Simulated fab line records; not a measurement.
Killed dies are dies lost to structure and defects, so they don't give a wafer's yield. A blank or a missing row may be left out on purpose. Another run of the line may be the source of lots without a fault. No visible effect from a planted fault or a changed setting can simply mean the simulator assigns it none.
Chamber matching / flow gf180mcu / GF_STI_CMP_25 on cmp-01 has 4 sister chambers
The step polishes, stops on Si3N4, t overpolish 33 s, target thk 524.6 nm. 15 wafers are shown with their chamber, then 7 later ones without.

## WAFERS PAIRED WITH THEIR CHAMBERS
wafer=L689.3; chamber=3; motor-current-A (A)=12.3; retaining-ring-pressure-frac=1.002; time-to-endpoint-s (s)=124
wafer=L689.4; chamber=1; motor-current-A (A)=10.9; retaining-ring-pressure-frac=0.995; time-to-endpoint-s (s)=126
wafer=L689.5; chamber=2; motor-current-A (A)=11.7; retaining-ring-pressure-frac=0.994; time-to-endpoint-s (s)=121
wafer=L691.2; chamber=0; motor-current-A (A)=13.6; retaining-ring-pressure-frac=1.012; time-to-endpoint-s (s)=123
wafer=L691.5; chamber=3; motor-current-A (A)=11.4; retaining-ring-pressure-frac=1.006; time-to-endpoint-s (s)=124
wafer=L691.6; chamber=0; motor-current-A (A)=13.1; retaining-ring-pressure-frac=1.003; time-to-endpoint-s (s)=120
wafer=L692.1; chamber=3; motor-current-A (A)=11.5; retaining-ring-pressure-frac=1.003; time-to-endpoint-s (s)=120
wafer=L692.3; chamber=1; motor-current-A (A)=10.8; retaining-ring-pressure-frac=0.998; time-to-endpoint-s (s)=126
wafer=L692.4; chamber=0; motor-current-A (A)=13.6; retaining-ring-pressure-frac=1.001; time-to-endpoint-s (s)=120
wafer=L694.1; chamber=1; motor-current-A (A)=10.8; retaining-ring-pressure-frac=0.998; time-to-endpoint-s (s)=125
wafer=L694.3; chamber=0; motor-current-A (A)=12.9; retaining-ring-pressure-frac=0.997; time-to-endpoint-s (s)=124
wafer=L694.6; chamber=0; motor-current-A (A)=13.2; retaining-ring-pressure-frac=0.995; time-to-endpoint-s (s)=120
wafer=L695.3; chamber=0; motor-current-A (A)=13.0; retaining-ring-pressure-frac=1.010; time-to-endpoint-s (s)=125
wafer=L695.4; chamber=3; motor-current-A (A)=11.9; retaining-ring-pressure-frac=1.004; time-to-endpoint-s (s)=126
wafer=L695.5; chamber=0; motor-current-A (A)=12.5; retaining-ring-pressure-frac=1.003; time-to-endpoint-s (s)=122

SIGNATURES, as means of the wafers listed above
reading=motor-current-A; chamber 0=13.129; chamber 1=10.833; chamber 2=11.700; chamber 3=11.775; scatter within a chamber=0.36
reading=retaining-ring-pressure-frac; chamber 0=1.00300; chamber 1=0.99700; chamber 2=0.99400; chamber 3=1.00375; scatter within a chamber=0.00476
reading=time-to-endpoint-s; chamber 0=122.00; chamber 1=125.67; chamber 2=121.00; chamber 3=123.50; scatter within a chamber=2.04
Rule: a wafer lies at a distance from a chamber equal to the root of the sum of squares, over the readings, of (its reading less the chamber's mean, divided by the reading's scatter). If the next closest chamber is less than 2 further off than the closest, the wafer can't be placed; otherwise it belongs to the closest. How the scatter is found: for the shown wafers, subtract from each reading the mean of its chamber, square and add these, divide the total by (wafers less chambers), then take the root.

## WAFERS WITHOUT THEIR CHAMBER
wafer=L698.4; motor-current-A (A)=12.0; retaining-ring-pressure-frac=1.001; time-to-endpoint-s (s)=114
wafer=L698.5; motor-current-A (A)=11.5; retaining-ring-pressure-frac=0.995; time-to-endpoint-s (s)=116
wafer=L698.6; motor-current-A (A)=12.3; retaining-ring-pressure-frac=1.001; time-to-endpoint-s (s)=112
wafer=L706.2; motor-current-A (A)=11.1; retaining-ring-pressure-frac=1.004; time-to-endpoint-s (s)=120
wafer=L706.5; motor-current-A (A)=11.7; retaining-ring-pressure-frac=1.003; time-to-endpoint-s (s)=119
wafer=L707.2; motor-current-A (A)=12.1; retaining-ring-pressure-frac=1.002; time-to-endpoint-s (s)=111
wafer=L707.5; motor-current-A (A)=11.9; retaining-ring-pressure-frac=1.002; time-to-endpoint-s (s)=113

## THE CHAMBER EACH PASSED THROUGH
wafer=L698.4; from the rows above=can't be placed: 2 or 3 or 0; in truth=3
wafer=L698.5; from the rows above=can't be placed: 2 or 3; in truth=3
wafer=L698.6; from the rows above=can't be placed: 2 or 0 or 3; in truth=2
wafer=L706.2; from the rows above=can't be placed: 3 or 2 or 1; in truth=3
wafer=L706.5; from the rows above=can't be placed: 2 or 3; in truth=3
wafer=L707.2; from the rows above=can't be placed: 2 or 0 or 3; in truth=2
wafer=L707.5; from the rows above=can't be placed: 2 or 3 or 0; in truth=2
0 of 7 placed correctly. Cannot be placed on the basis of these rows: 7; the candidates contain the true chamber in 7. Wrongly placed: 0.
